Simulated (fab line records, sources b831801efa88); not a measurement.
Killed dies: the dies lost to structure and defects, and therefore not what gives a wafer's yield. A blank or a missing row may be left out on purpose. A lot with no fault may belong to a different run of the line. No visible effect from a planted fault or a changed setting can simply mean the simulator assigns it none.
Check for tools in common | flow gf180mcu | Lots sampled 13, wafers sampled 39

## WHY IT WAS OPENED
At GF_VT_IMPLANT_TW_MEAS_10 the reading VT_IMPLANT_TW is flagged on 1 of 13 lots. No-fault wafers: 555, standard deviation 6.7.
Rule: a lot is flagged when every wafer of it that has a number lies more than 4 standard deviations from that mean, or none has a number. The other lots count as sound.

lot  | measured     | on           | VT_IMPLANT_TW, wafer by wafer | flag
L725 | day 5 14:13  | filmMetro-04 | 549 552 549                   | 
L726 | day 5 20:44  | filmMetro-04 | 554 557 551                   | 
L727 | day 6 03:10  | filmMetro-03 | 568 563 567                   | 
L728 | day 6 10:01  | filmMetro-04 | 29 29 29                      | FLAGGED
L731 | day 7 02:44  | filmMetro-04 | 553 548 549                   | 
L735 | day 8 04:17  | filmMetro-04 | 548 550 549                   | 
L737 | day 8 16:31  | filmMetro-04 | 552 552 551                   | 
L738 | day 8 22:38  | filmMetro-03 | 568 566 564                   | 
L740 | day 9 11:39  | filmMetro-01 | 550 550 550                   | 
L742 | day 9 23:22  | filmMetro-04 | 552 554 556                   | 
L744 | day 10 12:37 | filmMetro-01 | 554 551 552                   | 
L746 | day 10 23:58 | filmMetro-04 | 557 553 554                   | 
L748 | day 11 11:35 | filmMetro-04 | 551 551 552                   | 
Average over the flagged lots: 29; offset from the usual -526, equal to -79 standard deviations.

## WHICH TOOL EACH LOT WENT THROUGH
The record holds 1 process step before the reading, out of a route of 602 steps. Each cell gives the tool, then ch followed by the chambers the sampled wafers passed through, then the start.
lot  | flag    | GF_VT_IMPLANT_EXPOSE_04
L725 |         | ilineStepper-02 ch 0, day 5 07:34
L726 |         | ilineStepper-01 ch 0, day 5 12:50
L727 |         | ilineStepper-01 ch 0, day 5 19:47
L728 | FLAGGED | ilineStepper-02 ch 0, day 6 02:30
L731 |         | ilineStepper-02 ch 0, day 6 18:46
L735 |         | ilineStepper-01 ch 0, day 7 20:26
L737 |         | ilineStepper-02 ch 0, day 8 07:56
L738 |         | ilineStepper-02 ch 0, day 8 13:46
L740 |         | ilineStepper-01 ch 0, day 9 03:20
L742 |         | ilineStepper-01 ch 0, day 9 14:08
L744 |         | ilineStepper-02 ch 0, day 10 03:40
L746 |         | ilineStepper-02 ch 0, day 10 14:45
L748 |         | ilineStepper-02 ch 0, day 11 02:01
What the steps here do:
- GF_VT_IMPLANT_EXPOSE_04: exposes mask LVPWELL LV AREA, target cd 600 nm.
- GF_VT_IMPLANT_TW_MEAS_10

## FLAGGED AGAINST TOTAL, ONE TOOL AT A TIME (gauges that did the reading follow at the end)
step                     | tool            | lots run | flagged | share of the flagged lots | sound lots run after its first flagged lot
GF_VT_IMPLANT_EXPOSE_04  | ilineStepper-01 | 5        | 0       | none                      | -
GF_VT_IMPLANT_EXPOSE_04  | ilineStepper-02 | 8        | 1       | all                       | 6 (L731,L737,L738,L744,L746,L748)
GF_VT_IMPLANT_TW_MEAS_10 | filmMetro-01    | 2        | 0       | none                      | -
GF_VT_IMPLANT_TW_MEAS_10 | filmMetro-03    | 2        | 0       | none                      | -
GF_VT_IMPLANT_TW_MEAS_10 | filmMetro-04    | 9        | 1       | all                       | 6 (L731,L735,L737,L742,L746,L748)

## WHAT IS ALLOWED BY THE TABLE
2 rows of the table ran every flagged lot: ilineStepper-02 at GF_VT_IMPLANT_EXPOSE_04, filmMetro-04 at GF_VT_IMPLANT_TW_MEAS_10.
- ilineStepper-02 at GF_VT_IMPLANT_EXPOSE_04 ran 8 lots, 1 of them flagged. Sound lots ran on it after the first flagged one (L731, L737, L738, L744, L746, L748), which a lasting fault on the whole tool wouldn't allow.
- filmMetro-04 at GF_VT_IMPLANT_TW_MEAS_10 ran 9 lots, 1 of them flagged. Sound lots ran on it after the first flagged one (L731, L735, L737, L742, L746, L748), which a lasting fault on the whole tool wouldn't allow.
Every row of the table either missed a flagged lot or ran a sound lot after the first.

## WHAT HAD BEEN PUT IN BY THE SIMULATOR
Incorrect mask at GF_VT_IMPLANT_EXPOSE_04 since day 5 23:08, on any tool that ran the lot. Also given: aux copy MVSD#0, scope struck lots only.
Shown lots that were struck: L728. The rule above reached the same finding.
